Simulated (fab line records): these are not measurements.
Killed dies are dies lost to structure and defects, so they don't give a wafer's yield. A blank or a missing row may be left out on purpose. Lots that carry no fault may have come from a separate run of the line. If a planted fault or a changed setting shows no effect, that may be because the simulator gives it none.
A struck lot beside a sound one || flow sky130 || 15 steps out of a route of 708
Sound: these wafers, L314.1, L314.2, L314.3. Wafers L319.3, L319.5, L319.6 were the ones struck. The cause comes at the end.
At each step with rows: each side's tool, then ch and its chambers, then its first start. Under that, the readings that differ: sound wafers || struck wafers || difference of the means || sigmas: that difference in standard deviations of wafers without a fault.
alike: readings with means less than 2 such deviations apart, plus words and numbers identical on both sides. not compared: withheld readings, readings lacking a value on some wafer, bounds such as >300 that could conceal the same value, and numbers that have no deviation in the record and whose values overlap.
Wherever a step has rows on one side only, a row that says differs or no value, or a row with sigmas, the two part there. Numbers that don't overlap but have no deviation are shown without sigmas and don't part them. A reading that every wafer of one side lacks parts them only if that side has two wafers or more.

first, 6 steps without rows for these wafers: SKY_METAL3_COAT_07 (resist thk 60 nm); SKY_METAL3_COAT_08 (resist thk 1140 nm); SKY_METAL3_SOFTBAKE_09 (time 90 s); SKY_METAL3_EXPOSE_10 (exposes mask MM3, target cd 300 nm); SKY_METAL3_PEB_11; SKY_METAL3_DEVELOP_12 (develop time 60 s).
SKY_METAL3_CD_MEAS_13 targets a cd of 300 nm.
  sound: cd sem-01 at day 39 06:19; struck: cd sem-01 at day 41 05:54
  alike: cd nm
SKY_METAL3_OVL_MEAS_14:
  sound: overlay-01 at day 39 06:26; struck: overlay-01 at day 41 05:59
  alike: METAL3_OVL
SKY_METAL3_DESCUM_15: chemistry O2, time 8 s.
  sound on rie metal-01 ch 0,1, day 39 06:28; struck on rie metal-01 ch 0,1, day 41 06:02
  alike: chamber pressure mTorr, drypump motor current A, oes product au
  not compared: rf hours counter h
SKY_METAL3_ETCH_16: etches BARC in N2/H2, stops on SiO2, time 88.2 s, target depth 60 nm.
  sound on rie metal-01 ch 0,1, day 39 06:29; struck on rie metal-01 ch 0,1, day 41 06:05
  alike: chamber pressure mTorr, drypump motor current A, oes product au, throttle valve pct
  not compared: rf hours counter h
SKY_METAL3_ETCH_17: etches SiO2 in C4F8/O2/Ar, stops on TiN, time 3.9 s, target depth 15 nm.
  sound on rie diel-03 ch 1,2,3, day 39 06:35; struck on rie diel-02 ch 0,2,3, day 41 06:09
  alike: chamber pressure mTorr, oes product au
SKY_METAL3_METAL_ETCH_18: etches the open film in Cl2/BCl3, stops on SiO2, target depth 845 nm, time 183.1 s.
  sound on rie metal-03 ch 0,1, day 39 06:37; struck on rie metal-03 ch 0,1, day 41 06:13
{"reading": "chamber pressure mTorr (mTorr)", "sound": "10.013 10.011 10.015", "struck": "9.988 10.001 9.986", "difference": -0.021, "sigmas": -2}
  alike: bcl3 flow sccm, drypump motor current A, oes product au, throttle valve pct
  not compared: rf hours counter h
SKY_METAL3_STRIP_19: strips in O2/N2.
  sound on plasma asher-03 ch 0,1, day 39 06:51; struck on plasma asher-03 ch 0,1, day 41 06:23
  no value came back on the struck wafers for chamber pressure mTorr (mTorr), drypump motor current A (A), oes product au (a.u.), strip time to endpoint s (s); on the sound wafers chamber pressure mTorr (mTorr) reads 1500.7 1502.4 1498.3
{"reading": "model.KrF-thick_of_METAL3_COAT_08.thk nm (nm)", "sound": "0 0 0", "struck": "535 528 539.6", "difference": "+534", "sigmas": ""}
  not compared: rf hours counter h
then, 1 step without rows for these wafers: SKY_METAL3_STRIP_20 (strips in post etch residue remover, time 1200 s).
-- the record jumps here: 7 days lie between the struck wafers' starts before and after (it left off in module METAL3 and takes up again in module PAD_OPEN, whose first step shown is number 708 of the route) --
SKY_PAD_OPEN_PROBE_99:
  record: rows for the struck wafers here (prober-02, day 47 23:34), none for the sound ones

WHERE THEY PART
At SKY_METAL3_METAL_ETCH_18 first; at SKY_PAD_OPEN_PROBE_99 last (within this record only).

WHY: what had been put in by the simulator
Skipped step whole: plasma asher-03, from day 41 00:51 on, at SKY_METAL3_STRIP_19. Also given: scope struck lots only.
